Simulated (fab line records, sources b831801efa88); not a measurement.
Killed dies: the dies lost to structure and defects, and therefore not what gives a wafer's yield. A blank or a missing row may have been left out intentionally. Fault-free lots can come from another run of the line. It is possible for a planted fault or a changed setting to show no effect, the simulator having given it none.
fab line records | flow sky130
record lots=5 wafers=15 last-day=50
route steps=708 shown METAL1@448 VIA1@458 METAL2@483 PAD_OPEN@708
lots that met no fault: taken from a fault-free run of the same line
start-h: the number of hours between the record's first day and the start of the first shown wafer of the lot | wait-h: hours since the lot's step before | " as in the row above | L1.1+2: several wafers, shown together as one row | - no value present, or no start provided | * or withheld: withheld | < > ~ a bound
route shown NAME@n: NAME is a module with steps in the file, n the number in the route of the first one | usual: mean and standard deviation over wafers with no fault | same: alike in all rows | chamber/n: place in a boat | sites: each site's reading | _std_site: the standard deviation of these | _edge_site: outer sites' mean less inner sites' | radius-mm: for every site, how far away it sits from the centre of the wafer | mask NAME#n: copy n | behind: the tool/chamber that last shaped the wafer | hold: reason for holding the lot/hours on hold/outcome of the hold | device: names the non-switching transistor (n, p or np) | end of line: the route-end tests of the same wafers | for a step that has no rows: nothing shown but its recipe | killed: dies lost to structure and defects at the first sort, not the wafer's yield | map: a wafer's dies, x killed, . not, _ none there
set.NAME: the setting the step ran with; set.NAME@STEP: the setting that earlier step ran with | model.NAME: the simulator's own value behind a step, which no gauge read
a table for each step, a row for each wafer; lots at some steps of the route
services: a tool's chamber out of use, with start hour (start-h, from the record's first day; less than 0 if before it), hours out, and reason
## steps
# step SKY_METAL1_DEVELOP_14
# recipe develop-time-s=60 resist=KrF-thick dev-temp-c=21
# step SKY_METAL1_CD_MEAS_15
# recipe target-cd-nm=140
# usual cd-nm=139.8/1.7
# columns lot.wafer tool chamber start-h wait-h cd-nm
L322.1 cd-sem-02 - 788.66 - 139.0
L322.5 " - " " 139.4
L322.6 " - " " 139.0
L326.3 cd-sem-02 - 818.58 - 141.0
L326.4 " - " " 140.6
L326.6 " - " " 140.1
L335.2 cd-sem-01 - 892.73 - 140.4
L335.3 " - " " 141.5
L335.5 " - " " 139.2
L337.2 cd-sem-01 - 901.88 - 140.5
L337.4 " - " " 138.1
L337.6 " - " " 139.8
L342.1 cd-sem-01 - 934.12 - 141.5
L342.2 " - " " 141.5
L342.4 " - " " 141.5
# step SKY_METAL1_OVL_MEAS_16
# usual METAL1_OVL=1/5.6
# columns lot.wafer tool chamber start-h wait-h METAL1_OVL[nm]
L322.1 overlay-01 - 788.78 0.1 1
L322.5 " - " " 1
L322.6 " - " " -2
L326.3 overlay-01 - 818.67 0.1 10
L326.4 " - " " -5
L326.6 " - " " 1
L335.2 overlay-01 - 892.83 0.1 4
L335.3 " - " " -8
L335.5 " - " " -3
L337.2 overlay-02 - 901.99 0.1 -3
L337.4 " - " " -4
L337.6 " - " " 7
L342.1 overlay-02 - 934.24 0.1 2
L342.2 " - " " 0
L342.4 " - " " -1
# step SKY_METAL1_DESCUM_17
# recipe chemistry=O2 source-power-w=150 bias-power-w=0 pressure-mtorr=10 temp-c=40 time-s=8
# usual drypump-motor-current-A=5.62/0.19 oes-product-au=0.999/0.0093
# same bias-power-w=0
# columns lot.wafer tool chamber start-h wait-h drypump-motor-current-A oes-product-au rf-hours-counter-h
L322.1 rie-metal-03 0 788.81 0.0 5.48 0.995 13.9
L322.5 " 0 " " 5.49 1.003 -
L322.6 " 1 " " 5.30 1.006 -
L326.3 rie-metal-03 0 818.71 0.0 5.49 1.001 -
L326.4 " 1 " " 5.31 1.015 -
L326.6 " 0 " " 5.48 0.997 -
L335.2 rie-metal-02 0 892.86 0.0 5.79 0.999 15.8
L335.3 " 0 " " 5.78 0.997 -
L335.5 " 1 " " 5.71 1.011 -
L337.2 rie-metal-02 0 902.02 0.0 5.75 0.986 16.2
L337.4 " 1 " " 5.69 1.006 -
L337.6 " 1 " " 5.69 1.013 -
L342.1 rie-metal-01 0 934.28 0.0 5.82 1.000 16.2
L342.2 " 1 " " 5.50 0.994 13.8
L342.4 " 1 " " 5.55 0.995 -
# step SKY_METAL1_ETCH_18
# recipe chemistry=N2/H2 target=BARC ion-energy-ev=200 bias-w=100 pressure-mtorr=30 n2-flow-sccm=100 h2-flow-sccm=200 icp-w=500 stop-on=SiO2 time-s=45.9 target-depth-a=600
# usual drypump-motor-current-A=5.63/0.19 oes-product-au=0.854/0.0048 throttle-valve-pct=13.225/0.0097
# columns lot.wafer tool chamber start-h wait-h drypump-motor-current-A oes-product-au rf-hours-counter-h throttle-valve-pct
L322.1 rie-metal-03 0 788.84 0.0 5.50 0.853 14.0 13.213
L322.5 " 0 " " 5.49 0.852 - 13.231
L322.6 " 1 " " 5.30 0.857 - 13.234
L326.3 rie-metal-03 0 818.75 0.0 5.47 0.853 - 13.227
L326.4 " 1 " " 5.30 0.843 - 13.239
L326.6 " 0 " " 5.49 0.855 - 13.230
L335.2 rie-metal-02 0 892.90 0.0 5.77 0.847 15.8 13.225
L335.3 " 0 " " 5.78 0.848 - 13.216
L335.5 " 1 " " 5.74 0.847 - 13.219
L337.2 rie-metal-02 0 902.05 0.0 5.79 0.861 16.2 13.226
L337.4 " 1 " " 5.71 0.855 - 13.231
L337.6 " 1 " " 5.70 0.854 - 13.213
L342.1 rie-metal-01 0 934.32 0.0 5.82 0.857 16.2 13.215
L342.2 " 1 " " 5.53 0.862 13.8 13.226
L342.4 " 1 " " 5.56 0.850 - 13.209
# step SKY_METAL1_METAL_ETCH_19
# recipe target-depth-a=3600 stop-on=SiO2 over-etch-frac=0.3 time-s=78 chemistry=Cl2/BCl3 resist-sidewall-deg=88 pressure-mtorr=10 icp-w=900 bias-w=48.5 Cl2_flow_sccm=60 bcl3-flow-sccm=30
# step SKY_METAL1_STRIP_20
# recipe chemistry=O2/N2 power-w=1400 pressure-mtorr=1500 platen-temp-c=withheld o2-flow-sccm=3000 n2-flow-sccm=300 overash-fraction=0.5
# usual drypump-motor-current-A=5.9/0.57 oes-product-au=0.343/0.005 strip-time-to-endpoint-s=2.71/0.042
# columns lot.wafer tool chamber start-h wait-h drypump-motor-current-A oes-product-au rf-hours-counter-h strip-time-to-endpoint-s
L322.1 plasma-asher-01 0 789.00 0.1 5.9 0.349 5 2.68
L322.5 " 1 " " 5.7 0.345 - 2.69
L322.6 " 0 " " 5.9 0.340 - 2.62
L326.3 plasma-asher-02 0 818.92 0.1 6.6 0.334 - 2.69
L326.4 " 1 " " 4.9 0.341 - 2.70
L326.6 " 1 " " 4.9 0.331 - 2.70
L335.2 plasma-asher-02 0 893.05 0.1 6.5 0.336 77 2.75
L335.3 " 1 " " 4.9 0.338 - 2.73
L335.5 " 0 " " 6.5 0.336 - 2.72
L337.2 plasma-asher-04 1 902.20 0.1 6.5 0.348 45 2.74
L337.4 " 0 " " 6.5 0.339 - 2.68
L337.6 " 0 " " 6.5 0.339 - 2.71
L342.1 plasma-asher-01 1 934.53 0.1 5.7 0.348 20 2.77
L342.2 " 0 " " 5.9 0.342 20 2.70
L342.4 " 1 " " 5.7 0.337 - 2.74
# step SKY_METAL1_STRIP_21
# recipe chemistry=post-etch-residue-remover time-s=1200 temp-c=72.5
# step SKY_METAL1_CLEAN_22
# recipe chemistry=IPA time-s=180 temp-c=25
# step SKY_METAL1_CLEAN_23
# recipe chemistry=O3/DIW dry=n2-spin
# step SKY_VIA1_HDPCVD_00
# recipe material=SiO2 target-thk-nm=1030 sigma-open-frac=0.3 time-s=171.7 temp-c=400 sih4-flow-sccm=60 pressure-mtorr=6
# step SKY_VIA1_THK_MEAS_01
# recipe reads=SiO2_of_VIA1_HDPCVD_00
# usual VIA1_HDPCVD_THK=1030/12
# columns lot.wafer tool chamber start-h wait-h VIA1_HDPCVD_THK[nm]
L322.1 film-metro-02 - 789.75 0.1 1004
L322.5 " - " " 1025
L322.6 " - " " 1017
L326.3 film-metro-02 - 819.67 0.1 1035
L326.4 " - " " 1019
L326.6 " - " " 1044
L335.2 film-metro-04 - 893.78 0.1 1029
L335.3 " - " " 1059
L335.5 " - " " 1017
L337.2 film-metro-02 - 902.92 0.1 1039
L337.4 " - " " 1009
L337.6 " - " " 1051
L342.1 film-metro-01 - 935.24 0.1 1025
L342.2 " - " " 1045
L342.4 " - " " 1031
# step SKY_VIA1_CMP_02
# recipe material=SiO2 down-force-psi=4 platen-rpm=60 pad-velocity-m-s=0.94248
# usual motor-current-A=13.4/1.2
# columns lot.wafer tool chamber start-h wait-h motor-current-A model.SiO2_of_VIA1_HDPCVD_00.thk-nm
L322.1 cmp-02 3 789.91 0.1 13.6 345.6
L322.5 " 1 " " 14.1 345.6
L322.6 " 2 " " 13.5 346.4
L326.4 cmp-02 2 819.76 0.1 14.6 344.4
L326.3 " 0 " " 14.0 345.2
L326.6 " 1 " " 13.8 344.4
L335.2 cmp-02 3 893.88 0.1 13.6 380.3
L335.3 " 0 " " 14.0 381
L335.5 " 2 " " 14.8 380.7
L337.4 cmp-01 1 902.97 0.0 12.3 344.3
L337.2 " 0 " " 12.4 345.7
L337.6 " 2 " " 14.2 345
L342.1 cmp-01 1 935.30 0.1 12.8 346.3
L342.2 " 2 " " 14.5 345.1
L342.4 " 3 " " 11.7 344.6
# step SKY_VIA1_BOW_MEAS_03
# recipe mode=bow
# usual VIA1_BOW=80/7
# columns lot.wafer tool chamber start-h wait-h VIA1_BOW[um]
L322.1 film-metro-02 - 790.11 0.1 76
L322.5 " - " " 91
L322.6 " - " " 87
L326.3 film-metro-04 - 820.05 0.1 78
L326.4 " - " " 89
L326.6 " - " " 83
L335.2 film-metro-04 - 894.15 0.2 76
L335.3 " - " " 79
L335.5 " - " " 83
L337.2 film-metro-02 - 903.29 0.1 87
L337.4 " - " " 84
L337.6 " - " " 75
L342.1 film-metro-01 - 935.60 0.2 74
L342.2 " - " " 92
L342.4 " - " " 76
# step SKY_VIA1_DEHYDRATE_04
# recipe temp-c=200 time-s=60
# step SKY_VIA1_HMDS_05
# recipe prime-time-s=60 prime-temp-c=120
# step SKY_VIA1_COAT_06
# recipe resist=BARC temp-c=withheld time-s=withheld spin-rpm=3000 resist-thk-nm=60
# step SKY_VIA1_COAT_07
# recipe resist=KrF-thick spin-rpm=3000 resist-thk-nm=450
# step SKY_VIA1_SOFTBAKE_08
# recipe temp-c=100 time-s=90 resist=KrF-thick
# step SKY_VIA1_EXPOSE_09
# recipe mask-id=VIM na=0.8 source-shape=annular sigma-inner=0.55 sigma-outer=0.85 target-cd-nm=150 dose-mj=38
# step SKY_VIA1_PEB_10
# recipe peb-temp-c=withheld peb-time-s=withheld resist=KrF-thick
# step SKY_VIA1_DEVELOP_11
# recipe develop-time-s=60 resist=KrF-thick dev-temp-c=21
# step SKY_VIA1_CD_MEAS_12
# recipe target-cd-nm=150
# usual cd-nm=149.5/1.4
# columns lot.wafer tool chamber start-h wait-h cd-nm
L322.1 cd-sem-02 - 817.49 - 147.1
L322.5 " - " " 147.7
L322.6 " - " " 147.4
L326.3 cd-sem-02 - 846.70 - 148.7
L326.4 " - " " 148.5
L326.6 " - " " 147.8
L335.2 cd-sem-01 - 919.19 - 147.7
L335.3 " - " " 147.4
L335.5 " - " " 148.3
L337.2 cd-sem-01 - 928.43 - 147.8
L337.4 " - " " 147.4
L337.6 " - " " 147.4
L342.1 cd-sem-02 - 959.72 - 150.7
L342.2 " - " " 149.2
L342.4 " - " " 150.0
# step SKY_VIA1_OVL_MEAS_13
# usual VIA1_OVL=-2/5.6
# columns lot.wafer tool chamber start-h wait-h VIA1_OVL[nm]
L322.1 overlay-01 - 817.61 0.1 -7
L322.5 " - " " 2
L322.6 " - " " -2
L326.3 overlay-01 - 846.79 0.1 -6
L326.4 " - " " -4
L326.6 " - " " -4
L335.2 overlay-01 - 919.30 0.1 4
L335.3 " - " " 7
L335.5 " - " " -1
L337.2 overlay-01 - 928.53 0.1 4
L337.4 " - " " 5
L337.6 " - " " 4
L342.1 overlay-02 - 959.84 0.1 -2
L342.2 " - " " 3
L342.4 " - " " 0
# step SKY_VIA1_ETCH_14
# recipe chemistry=N2/H2 target=BARC ion-energy-ev=200 source-w=500 bias-w=100 pressure-mtorr=30 n2-flow-sccm=100 h2-flow-sccm=200 stop-on=SiO2 time-s=45.9 target-depth-a=600
# usual drypump-motor-current-A=5.7/0.52 oes-product-au=0.855/0.0046 throttle-valve-pct=13.224/0.009
# columns lot.wafer tool chamber start-h wait-h drypump-motor-current-A oes-product-au rf-hours-counter-h throttle-valve-pct
L322.1 rie-diel-03 0 817.65 0.0 6.6 0.851 1 13.235
L322.5 " 2 " " 5.1 0.856 - 13.235
L322.6 " 3 " " 4.6 0.855 - 13.237
L326.3 rie-diel-02 3 846.81 0.0 6.0 0.855 2 13.230
L326.4 " 2 " " 5.7 0.849 6 13.218
L326.6 " 0 " " 6.0 0.852 - 13.218
L335.2 rie-diel-02 2 919.33 0.0 5.8 0.851 8 13.229
L335.3 " 0 " " 6.0 0.862 2 13.209
L335.5 " 1 " " 5.9 0.849 - 13.237
L337.2 rie-diel-03 3 928.56 0.0 4.6 0.851 2 13.228
L337.4 " 1 " " 5.8 0.853 15 13.219
L337.6 " 3 " " 4.6 0.857 - 13.225
L342.1 rie-diel-03 0 959.88 0.0 6.6 0.861 6 13.226
L342.2 " 1 " " 5.8 0.855 16 13.237
L342.4 " 2 " " 5.1 0.858 21 13.220
# step SKY_VIA1_ETCH_15
# recipe target=SiO2 chemistry=C4F8/O2/Ar target-depth-nm=351 stop-on=TiN mask-material=KrF-thick source-w=1500 bias-w=1200 pressure-mtorr=40 c4f8-flow-sccm=withheld O2_flow_sccm=6 Ar_flow_sccm=300 time-s=54
# usual oes-product-au=0.981/0.006
# columns lot.wafer tool chamber start-h wait-h oes-product-au rf-hours-counter-h model.etch.depth-nm model.VIA1.feature-depth-nm
L322.1 rie-diel-03 0 817.69 0.0 0.978 1 345.2 345.2
L322.5 " 2 " " 0.979 - 345.2 345.2
L322.6 " 3 " " 0.985 - 346.4 346.4
L326.3 rie-diel-02 3 846.85 0.0 0.979 2 345.2 345.2
L326.4 " 2 " " 0.981 6 344.4 344.4
L326.6 " 0 " " 0.983 - 344.4 344.4
L335.2 rie-diel-02 2 919.37 0.0 1.011 8 359.3 359.3
L335.3 " 0 " " 0.993 2 348.7 348.7
L335.5 " 1 " " 0.998 - 349.8 349.8
L337.2 rie-diel-03 3 928.60 0.0 0.983 2 345.7 345.7
L337.4 " 1 " " 0.977 15 344.3 344.3
L337.6 " 3 " " 0.985 - 345 345
L342.1 rie-diel-03 0 959.92 0.0 0.995 6 346.3 346.3
L342.2 " 1 " " 0.979 16 345.1 345.1
L342.4 " 2 " " 0.979 21 344.6 344.6
# step SKY_VIA1_STRIP_16
# recipe chemistry=O2/N2 power-w=1400 pressure-mtorr=1500 platen-temp-c=withheld o2-flow-sccm=3000 n2-flow-sccm=300 overash-fraction=0.5
# step SKY_VIA1_STRIP_17
# recipe chemistry=post-etch-residue-remover time-s=1200 temp-c=72.5
# step SKY_VIA1_CLEAN_18
# recipe chemistry=IPA time-s=180 temp-c=25
# step SKY_VIA1_CLEAN_19
# recipe chemistry=O3/DIW dry=n2-spin
# step SKY_VIA1_SPUTTER_20
# recipe material=TiN target-thk-nm=20 chamber-pressure-pa=5 power-w=4000 time-s=80
# step SKY_VIA1_CVD_21
# recipe material=W target-thk-nm=270 time-s=80.902 temp-c=400 pressure-torr=40
# step SKY_VIA1_CMP_24
# recipe stop-on=SiO2 t-overpolish-s=15 down-force-psi=3.5 platen-rpm=60 target-thk-nm=0 pad-velocity-m-s=0.94248
# usual motor-current-A=12.4/1.1
# columns lot.wafer tool chamber start-h wait-h motor-current-A model.SiO2_of_VIA1_HDPCVD_00.thk-nm
L322.1 cmp-02 1 818.80 0.1 12.9 342.4
L322.6 " 0 " " 12.7 343.2
L322.5 " 1 " " 13.6 342.4
L326.4 cmp-02 0 847.83 0.0 12.9 341.2
L326.3 " 2 " " 13.0 342
L326.6 " 0 " " 13.0 341.2
L335.3 cmp-02 0 920.96 0.7 12.9 377.9
L335.2 " 1 " " 12.7 377.2
L335.5 " 2 " " 13.5 377.5
L337.4 cmp-02 1 929.64 0.1 13.4 341.1
L337.2 " 3 " " 13.1 342.5
L337.6 " 0 " " 13.3 341.8
L342.4 cmp-02 0 960.90 0.0 13.1 341.4
L342.2 " 1 " " 12.3 341.9
L342.1 " 3 " " 13.0 343.1
# step SKY_METAL2_SPUTTER_00
# recipe material=Ti target-thk-nm=15 power-w=3000 time-s=10 chamber-pressure-pa=0.4
# usual throttle-valve-pct=29.8/0.96
# columns lot.wafer tool chamber start-h wait-h throttle-valve-pct
L322.1 pvd-sputter-01 - 819.05 0.2 29.7
L322.5 " - " " 28.3
L322.6 " - " " 30.4
L326.3 pvd-sputter-01 - 848.13 0.1 30.1
L326.4 " - " " 29.6
L326.6 " - " " 28.2
L335.2 pvd-sputter-01 - 921.16 0.1 30.2
L335.5 " - " " 28.5
L337.2 pvd-sputter-01 - 929.89 0.1 30.1
L337.4 " - " " 29.9
L337.6 " - " " 28.4
L342.1 pvd-sputter-04 - 961.20 0.1 30.6
L342.2 " - " " 29.8
L342.4 " - " " 30.5
# step SKY_PAD_OPEN_PROBE_99
# usual defect-limited-yield=82.5/1.9 killed_at_M0_to_M3=43/7.6 killed_at_M4_up=2.9/1.7 killed-at-contacts=24/5.5 killed-at-front-end=15/4.2 killed-at-other=0.3/0.52 killed-dies=86/9.4 killed-on-rim=17/4 killed-open=47/7 killed-short=39/6.4
# same gross-dies=492 killed-at-back-side=0
# columns lot.wafer tool chamber start-h wait-h defect-limited-yield[%] killed_at_M0_to_M3 killed_at_M4_up killed-at-contacts killed-at-front-end killed-at-other killed-dies killed-on-rim killed-open killed-short
L322.1 prober-02 - 1097.95 0.1 81.5 46 4 23 18 0 91 16 54 37
L322.5 prober-02 - 1098.15 0.2 83.9 37 3 26 13 0 79 24 42 37
L322.6 prober-02 - 1098.20 0.2 82.9 45 3 25 11 0 84 14 42 42
L326.3 prober-01 - 1121.08 0.2 82.9 46 4 16 17 1 84 14 39 44
L326.4 prober-01 - 1121.13 0.2 84.6 50 0 15 11 0 76 11 49 27
L326.6 prober-01 - 1121.23 0.2 86.4 35 4 20 8 0 67 8 32 35
L335.2 prober-02 - 1173.23 0.1 81.7 47 1 26 16 0 90 13 48 34
L335.3 prober-02 - 1173.28 0.2 30.5 308 1 21 12 0 342 43 41 27
L335.5 prober-02 - 1173.38 0.2 39.6 253 0 26 17 1 297 80 39 39
L337.2 prober-02 - 1179.83 0.1 84.1 42 2 22 12 0 78 14 45 33
L337.4 prober-02 - 1179.93 0.2 83.3 36 2 27 17 0 82 17 47 35
L337.6 prober-02 - 1180.03 0.2 83.3 37 1 32 12 0 82 19 49 33
L342.1 prober-01 - 1198.83 0.1 81.7 42 3 20 25 0 90 14 51 38
L342.2 prober-01 - 1198.88 0.1 82.5 47 2 21 16 0 86 18 40 44
L342.4 prober-01 - 1198.98 0.2 84.3 47 3 12 15 0 77 13 40 37
# killed by level:class
L322.1 CONTACT:geometric-particle:open=11 VIA3:geometric-particle:open=10 VIA2:geometric-particle:open=8 POLY_GATE:geometric-particle:open=6 VIA1:geometric-particle:short=6 CONTACT:geometric-particle:short=5 VIA1:geometric-particle:open=5 VIA3:geometric-particle:short=5
L322.5 LI_CONTACT:geometric-particle:open=11 VIA1:geometric-particle:open=8 CONTACT:geometric-particle:open=6 METAL1:geometric-particle:short=6 VIA3:geometric-particle:open=5 LOCAL_INTERCONNECT:geometric-particle:short=4 METAL2:geometric-particle:short=4 VIA1:geometric-particle:short=4
L322.6 CONTACT:geometric-particle:open=12 VIA1:geometric-particle:open=10 METAL2:geometric-particle:short=7 VIA2:geometric-particle:short=7 POLY_GATE:geometric-particle:short=6 LI_CONTACT:geometric-particle:open=6 VIA1:geometric-particle:short=4 METAL2:geometric-particle:open=4
L326.3 VIA3:geometric-particle:open=9 VIA1:geometric-particle:open=8 CONTACT:geometric-particle:short=6 METAL1:geometric-particle:short=6 VIA1:geometric-particle:short=6 VIA2:geometric-particle:open=6 FIELD_ISO:geometric-particle:short=5 POLY_GATE:geometric-particle:open=4
L326.4 VIA1:geometric-particle:open=17 VIA3:geometric-particle:open=8 VIA2:geometric-particle:open=7 METAL3:geometric-particle:short=5 LI_CONTACT:geometric-particle:open=4 CONTACT:geometric-particle:short=4 CONTACT:geometric-particle:open=4 METAL2:geometric-particle:short=3
L326.6 CONTACT:geometric-particle:open=9 METAL1:geometric-particle:short=6 METAL2:geometric-particle:short=6 VIA1:geometric-particle:open=6 CONTACT:geometric-particle:short=5 FIELD_ISO:geometric-particle:short=3 LI_CONTACT:geometric-particle:open=3 VIA2:geometric-particle:open=3
L335.2 VIA1:geometric-particle:open=11 LI_CONTACT:geometric-particle:open=9 VIA3:geometric-particle:open=8 VIA1:area-etch=8 CONTACT:geometric-particle:open=6 LOCAL_INTERCONNECT:geometric-particle:short=5 METAL1:geometric-particle:short=5 VIA1:geometric-particle:short=5
L335.3 VIA1:area-etch=274 VIA1:geometric-particle:open=11 CONTACT:geometric-particle:open=8 LI_CONTACT:geometric-particle:open=6 METAL1:geometric-particle:short=5 VIA2:geometric-particle:open=4 POLY_GATE:geometric-particle:open=3 CONTACT:geometric-particle:short=3
L335.5 VIA1:area-etch=219 VIA1:geometric-particle:open=9 CONTACT:geometric-particle:open=7 LI_CONTACT:geometric-particle:open=6 CONTACT:geometric-particle:short=6 VIA3:geometric-particle:short=6 VIA1:geometric-particle:short=5 VIA3:geometric-particle:open=5
L337.2 VIA1:geometric-particle:open=11 CONTACT:geometric-particle:open=11 VIA1:geometric-particle:short=7 VIA3:geometric-particle:open=7 FIELD_ISO:geometric-particle:short=6 LOCAL_INTERCONNECT:geometric-particle:short=5 VIA2:geometric-particle:open=5 LI_CONTACT:geometric-particle:open=4
L337.4 VIA1:geometric-particle:open=10 CONTACT:geometric-particle:open=9 VIA2:geometric-particle:open=7 FIELD_ISO:geometric-particle:short=6 CONTACT:geometric-particle:short=6 LI_CONTACT:geometric-particle:open=5 VIA3:geometric-particle:open=5 FIELD_ISO:geometric-particle:open=4
L337.6 CONTACT:geometric-particle:open=14 VIA1:geometric-particle:open=11 LI_CONTACT:geometric-particle:open=7 VIA3:geometric-particle:short=5 METAL1:geometric-particle:short=5 LOCAL_INTERCONNECT:geometric-particle:short=4 CONTACT:geometric-particle:short=4 VIA1:geometric-particle:short=4
L342.1 FIELD_ISO:geometric-particle:open=9 FIELD_ISO:geometric-particle:short=9 VIA1:geometric-particle:open=8 VIA3:geometric-particle:open=8 CONTACT:geometric-particle:open=6 LI_CONTACT:geometric-particle:open=5 LOCAL_INTERCONNECT:geometric-particle:short=5 VIA3:geometric-particle:short=5
L342.2 LI_CONTACT:geometric-particle:open=8 VIA1:geometric-particle:open=8 METAL1:geometric-particle:short=8 VIA3:geometric-particle:open=7 VIA1:geometric-particle:short=6 METAL2:geometric-particle:short=6 FIELD_ISO:geometric-particle:short=5 CONTACT:geometric-particle:open=5
L342.4 METAL2:geometric-particle:short=8 VIA3:geometric-particle:open=7 VIA1:geometric-particle:open=7 VIA2:geometric-particle:open=7 CONTACT:geometric-particle:short=6 METAL1:geometric-particle:short=6 FIELD_ISO:geometric-particle:open=5 POLY_GATE:geometric-particle:short=4
# map L335.3 (x killed, . not)
__________.........x_________
________.x...xx.x....x_______
______.....x.x..xxxx...._____
_____..x..x.xxxxx.x....x.____
____....x...xx.x.xxx......___
___.x...xxx...xx.xxxx.xx...__
__x..x.xxx.xx.xxxx.xxxxx...._
_...xx.xx.xxxxxx.xxx..xxx....
_.xx...xx.xxxxxxxxx.xx.x...x.
_....xxxxxxxxxxxxxxxxx..xxx..
_.x.xxxxxxxxxxxxxxxxxxxxxx.xx
_xx.x.xx.xxxxxxxxxxxxxxxxxx.x
_xxx..x.xxxxxxxxxxxxxxxxxx.xx
_....xxxxxxxxxxxxxxxxxx.xxxxx
_x..xxx.xxxxxxxxxxx.xx.x.xx..
__xxxxxxxx.xxxxxxxxxxxxxxxxx_
___x..xxxxxxxxxxxxxxxxx.xxx__
____xxxx.xxxxxxxxx.xxxxx.x___
_____xxxxxxxxxx.xxxxxxx.x____
______x.xxxxxxxxxx.x.xx._____
________.xxxxxxxxx.xxx_______
__________x.xxxx.xxx_________
# map L326.3 (x killed, . not)
__________..x......._________
________...xxx........_______
______......xx.xx....x.._____
_____x..xx..x........x...____
____...x........x...x.x.x.___
___..xx...x...x...x........__
__..x...x.xx.......xx....x.._
_..........xx..x.............
_....x.............x.x.......
_..........x.....x..x....x...
_..x..x.............x.....x..
_....x...............xx..xx..
_....x.x.................xx.x
_........xx............x.....
_.x........xx.x..x.x.....x...
__.........................._
___..x.x...x.........x....x__
____xx.x......x.......x...___
_____.......x...........x____
______.x.......xx......._____
________x....x......x._______
__________.........x_________
## services
# columns tool chamber start-h hours kind
plasma-asher-04 - 770.00 29.4 repair
cmp-01 - 772.80 0.2 repair
cmp-02 - 818.03 0.3 repair
plasma-asher-01 - 826.01 0.5 repair
rie-diel-03 3 826.75 6.9 repair
pvd-sputter-04 - 827.80 9.9 repair
rie-diel-03 3 848.92 - clean
rie-diel-03 3 848.92 38.6 scheduled-down
rie-diel-02 3 851.93 4.7 repair
cmp-02 - 853.09 0.6 repair
pvd-sputter-04 - 866.49 0.6 repair
plasma-asher-01 - 867.70 3.3 repair
rie-diel-02 0 870.23 9.8 repair
rie-metal-03 - 888.85 2.8 pm
rie-diel-03 1 894.74 1.9 repair
rie-metal-02 1 909.40 12.3 repair
rie-diel-03 1 909.95 8.0 repair
cmp-01 - 912.61 5.7 pm
cmp-01 - 918.34 4.0 pm
rie-metal-02 - 935.83 11.6 repair
pvd-sputter-01 - 938.20 8.3 repair
rie-metal-01 1 950.22 1.2 repair
plasma-asher-02 - 954.79 4.0 pm
rie-metal-02 - 958.62 2.8 pm
## key
first-sign step=SKY_VIA1_ETCH_15 reading=oes-product-au direction=up sigmas=3.2 usual=0.981 struck=1.000
effect step=SKY_PAD_OPEN_PROBE_99 reading=killed_at_M0_to_M3 direction=up sigmas=21 usual=43 struck=203 wafers-moved=2
model-effect step=SKY_VIA1_CMP_02 value=SiO2_of_VIA1_HDPCVD_00.thk-nm without=346.2 struck=380.7
model-effect step=SKY_VIA1_ETCH_15 value=etch.depth-nm without=346.2 struck=352.6
model-effect step=SKY_VIA1_CMP_24 value=SiO2_of_VIA1_HDPCVD_00.thk-nm without=343 struck=377.5
more-kills-born-at SKY_VIA1_ETCH_15@rie-diel-02=501
met-at SKY_VIA1_CMP_02
struck-wafers L335.2,L335.3,L335.5
later-rows-left-out L335.3
onset-between 819.76 893.88
also-fits SKY_METAL1_STRIP_20:plasma-asher-02,SKY_VIA1_ETCH_14:rie-diel-02,SKY_VIA1_ETCH_15:rie-diel-02
fault kind=process-parameter-drift tool=cmp-02 chamber=- onset-h=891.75 steps=SKY_VIA1_CMP_02 channel=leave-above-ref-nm offset=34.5 shape=step end-h=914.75 acts-in=these-recipes-only stated=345
# later-rows-left-out: the simulator's readings of these wafers behind a module that went badly wrong aren't trusted and aren't shown, but for the sort
